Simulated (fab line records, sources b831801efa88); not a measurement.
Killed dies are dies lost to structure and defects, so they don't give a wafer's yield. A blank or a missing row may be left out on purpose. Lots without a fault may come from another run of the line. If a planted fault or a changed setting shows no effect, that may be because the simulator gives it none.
What tool caused it? | flow sky130 | 12 lots with 36 wafers sampled at 2 steps, on a route of 708 steps

## WHAT THE GAUGES READ, wafer by wafer
SKY_VIA4_THK_MEAS_01.
lot  | measured     | on            | VIA4_HDPCVD_THK (nm)
L330 | day 42 04:25 | film metro-02 | 1779 1717 1748
L333 | day 42 16:28 | film metro-03 | 1722 1767 1745
L332 | day 42 17:28 | film metro-04 | 1764 1740 1766
L334 | day 42 23:50 | film metro-04 | 1744 1759 1743
L335 | day 43 15:03 | film metro-03 | 1760 1752 1754
L337 | day 43 18:55 | film metro-02 | 1753 1777 1733
L338 | day 44 03:47 | film metro-02 | 1784 1778 1758
L341 | day 44 19:08 | film metro-04 | 1774 1730 1728
L342 | day 45 08:25 | film metro-03 | 1782 1745 1779
L343 | day 45 16:13 | film metro-02 | 1740 1768 1731
L344 | day 46 00:16 | film metro-03 | 1779 1741 1738
L345 | day 46 00:56 | film metro-03 | 1762 1754 1772

## WHAT TOOL EACH LOT RAN ON (gives the tool, then ch and the chambers of the sampled wafers, and finally the start)
lot  | SKY_METAL2_SPUTTER_04
L330 | pvd sputter-04, day 34 12:30
L333 | pvd sputter-04, day 35 01:05
L332 | pvd sputter-04, day 35 02:13
L334 | pvd sputter-04, day 35 09:19
L335 | pvd sputter-01, day 36 01:25
L337 | pvd sputter-03, day 36 06:56
L338 | pvd sputter-04, day 36 15:30
L341 | pvd sputter-04, day 37 10:17
L342 | pvd sputter-04, day 37 22:47
L343 | pvd sputter-04, day 38 07:19
L344 | pvd sputter-04, day 38 19:21
L345 | pvd sputter-03, day 38 20:56
- SKY_METAL2_SPUTTER_04: material TiN, target thk 70 nm, time 58.3 s.

## AS READ BY THE TOOLS THEMSELVES (means over the sampled wafers that have a number; for cases with no such wafer, the mark the record gives instead)
SKY_METAL2_SPUTTER_04.
lot  | tool           | cathode dc power W (W) | throttle valve pct (%)
L330 | pvd sputter-04 | 6501.2                 | 31.6
L333 | pvd sputter-04 | 6499.7                 | 31.1
L332 | pvd sputter-04 | 6500.1                 | 31.2
L334 | pvd sputter-04 | 6498.6                 | 30.6
L335 | pvd sputter-01 | 6500.2                 | 30.1
L337 | pvd sputter-03 | 6500.0                 | 29.9
L338 | pvd sputter-04 | 6500.1                 | 31.3
L341 | pvd sputter-04 | 6499.3                 | 31.0
L342 | pvd sputter-04 | 6500.3                 | 31.2
L343 | pvd sputter-04 | 6499.2                 | 31.4
L344 | pvd sputter-04 | 6499.4                 | 31.3
L345 | pvd sputter-03 | 6501.0                 | 30.5

## THE ANSWER, worked out from the rows above alone
Rule: the lots themselves supply what counts as usual. Put in order of their means at a reading, lots are off if they are a third of the lots or fewer, leave a main group of 4 or more, and stand apart from it by a gap of 3 or more times the standard deviation of the main group's means; of several such gaps the widest counts. The tables above print the reading to a certain number of digits; a main group whose means all agree to those digits is not used. A lot without any number at a reading at which 4 lots or more have one is off too. Where the step has rows for the other lots, those lots are counted as sound. The gauges are gone through in route order, then the tools' own readings, and for those a lot's mean is taken as printed above. At the first step where some lot is off, the reading lying furthest off is the one used; lots without a number count as furthest.
No lot is off on any of the readings shown, so nothing can be concluded from this.

## WHAT HAD BEEN PUT IN BY THE SIMULATOR
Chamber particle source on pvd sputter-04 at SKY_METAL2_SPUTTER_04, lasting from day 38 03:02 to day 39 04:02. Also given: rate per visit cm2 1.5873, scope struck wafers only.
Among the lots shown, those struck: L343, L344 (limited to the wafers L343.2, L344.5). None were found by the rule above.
